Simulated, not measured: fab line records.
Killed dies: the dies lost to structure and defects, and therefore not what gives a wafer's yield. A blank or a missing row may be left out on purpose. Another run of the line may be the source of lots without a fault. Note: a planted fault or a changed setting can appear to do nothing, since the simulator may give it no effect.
Which tool did it? -- flow gf180mcu -- Sampling: 12 lots, 36 wafers, 4 of 602 route steps

## WHAT EACH GAUGE READ, for each wafer
GF_M2_OVL_MEAS_15.
lot,measured,on,M2_OVL (nm)
L710,day 18 18:32,overlay-02,-2 -1 7
L712,day 19 10:50,overlay-02,0 7 7
L713,day 20 02:26,overlay-02,-2 4 5
L714,day 20 05:44,overlay-01,8 3 -4
L717,day 21 12:02,overlay-01,-8 -8 -2
L718,day 22 05:59,overlay-02,2 3 5
L719,day 22 20:50,overlay-02,11 9 13
L721,day 23 20:06,overlay-02,0 6 4
L723,day 24 11:44,overlay-02,5 6 0
L729,day 26 07:02,overlay-02,0 -4 -10
L732,day 26 18:44,overlay-01,4 10 8
L731,day 26 22:08,overlay-01,2 2 -5

GF_V2_BOW_MEAS_05.
lot,measured,on,V2_BOW (um)
L710,day 18 19:50,film-metro-01,110 106 93
L712,day 19 12:05,film-metro-03,110 101 83
L713,day 20 03:53,film-metro-01,89 104 97
L714,day 20 07:04,film-metro-01,107 83 88
L717,day 21 13:20,film-metro-04,105 96 107
L718,day 22 07:16,film-metro-04,105 91 101
L719,day 22 22:08,film-metro-01,93 92 92
L721,day 23 21:37,film-metro-01,93 108 102
L723,day 24 13:04,film-metro-01,105 117 103
L729,day 26 08:23,film-metro-03,93 96 99
L732,day 26 20:01,film-metro-01,101 96 98
L731,day 26 23:34,film-metro-01,88 102 95

## WHAT TOOL EACH LOT RAN ON (gives the tool, then ch and the chambers of the sampled wafers, and finally the start)
lot,GF_V1_CVD_23,GF_M2_STRIP_17
L710,"cvd-w-02 ch 0,1, day 17 18:27","plasma-asher-04 ch 0,1, day 18 18:44"
L712,"cvd-w-02 ch 0,1, day 18 09:52","plasma-asher-01 ch 0,1, day 19 11:00"
L713,"cvd-w-02 ch 0,1, day 19 01:14","plasma-asher-04 ch 0,1, day 20 02:44"
L714,"cvd-w-02 ch 0,1, day 19 04:40","plasma-asher-03 ch 0,1, day 20 05:56"
L717,"cvd-w-01 ch 0,1, day 20 11:40","plasma-asher-01 ch 0,1, day 21 12:12"
L718,"cvd-w-02 ch 0,1, day 21 05:41","plasma-asher-03 ch 0,1, day 22 06:08"
L719,"cvd-w-01 ch 0,1, day 21 21:22","plasma-asher-03 ch 0,1, day 22 20:59"
L721,"cvd-w-02 ch 0,1, day 22 20:34","plasma-asher-03 ch 0,1, day 23 20:25"
L723,"cvd-w-02 ch 0,1, day 23 12:26","plasma-asher-04 ch 0,1, day 24 11:53"
L729,"cvd-w-01 ch 0,1, day 25 09:47","plasma-asher-03 ch 0,1, day 26 07:11"
L732,"cvd-w-02 ch 1, day 25 21:17","plasma-asher-04 ch 0,1, day 26 18:54"
L731,"cvd-w-02 ch 0,1, day 26 00:22","plasma-asher-03 ch 0,1, day 26 22:20"
- GF_V1_CVD_23: deposits W, target thk 350 nm, time 105.05 s.
- GF_M2_STRIP_17: strips in O2/N2.

## WHAT THE TOOLS THEMSELVES READ (means of the sampled wafers that have a number; where no wafer has one, the mark that the record gives instead)
GF_V1_CVD_23.
lot,tool,heater-power-outer-w (W),heater-power-w (W),susceptor-temp-C (C)
L710,cvd-w-02,547,914,400.13
L712,cvd-w-02,541,916,399.97
L713,cvd-w-02,498,860,400.08
L714,cvd-w-02,505,878,399.97
L717,cvd-w-01,590,881,400.04
L718,cvd-w-02,502,863,400.06
L719,cvd-w-01,597,909,400.07
L721,cvd-w-02,503,872,399.90
L723,cvd-w-02,548,910,399.89
L729,cvd-w-01,598,910,399.98
L732,cvd-w-02,607,964,399.88
L731,cvd-w-02,556,914,400.10

GF_M2_STRIP_17.
lot,tool,chamber-pressure-mTorr (mTorr),drypump-motor-current-A (A),heater-power-w (W),oes-product-au (a.u.),platen-temp-c (C),strip-time-to-endpoint-s (s)
L710,plasma-asher-04,1500.8,5.5,327,0.540,249.87,7.45
L712,plasma-asher-01,1499.1,5.4,346,0.531,249.98,7.27
L713,plasma-asher-04,1500.6,5.4,355,0.537,250.15,7.33
L714,plasma-asher-03,1500.1,5.9,333,0.540,249.87,7.40
L717,plasma-asher-01,1500.1,5.4,346,0.538,250.13,7.39
L718,plasma-asher-03,1499.5,6.0,348,0.537,249.96,7.39
L719,plasma-asher-03,1499.0,6.0,344,0.539,250.16,7.40
L721,plasma-asher-03,1499.9,6.0,346,0.540,249.95,7.39
L723,plasma-asher-04,1498.8,5.4,351,0.539,249.96,7.44
L729,plasma-asher-03,1498.3,5.9,340,0.535,250.05,7.39
L732,plasma-asher-04,1500.7,5.6,332,0.535,250.04,7.44
L731,plasma-asher-03,1499.5,5.9,334,0.539,249.96,7.35

## THE ANSWER, worked out from the rows above alone
Rule: what is usual is taken from the lots themselves. The widest of any qualifying gaps counts: lots, ordered by their means at a reading, are off when they make up no more than a third of the lots, leave a main group of 4 or more, and stand apart from it by 3 or more times the standard deviation of that group's means. A main group is skipped when, at the precision printed for the reading in the tables above, its means are all equal. Also off: a lot with no number at a reading for which 4 or more lots have one. The other lots that the step has rows for count as sound. After the gauges, taken in route order, come the tools' own readings; for these a lot's mean is taken, as printed above. The first step at which some lot is off is used, and at that step the reading that is off furthest; a lot without a number counts as furthest.
No lot is off at any reading shown: from this, nothing can be told.

## WHAT WAS PUT IN BY THE SIMULATOR
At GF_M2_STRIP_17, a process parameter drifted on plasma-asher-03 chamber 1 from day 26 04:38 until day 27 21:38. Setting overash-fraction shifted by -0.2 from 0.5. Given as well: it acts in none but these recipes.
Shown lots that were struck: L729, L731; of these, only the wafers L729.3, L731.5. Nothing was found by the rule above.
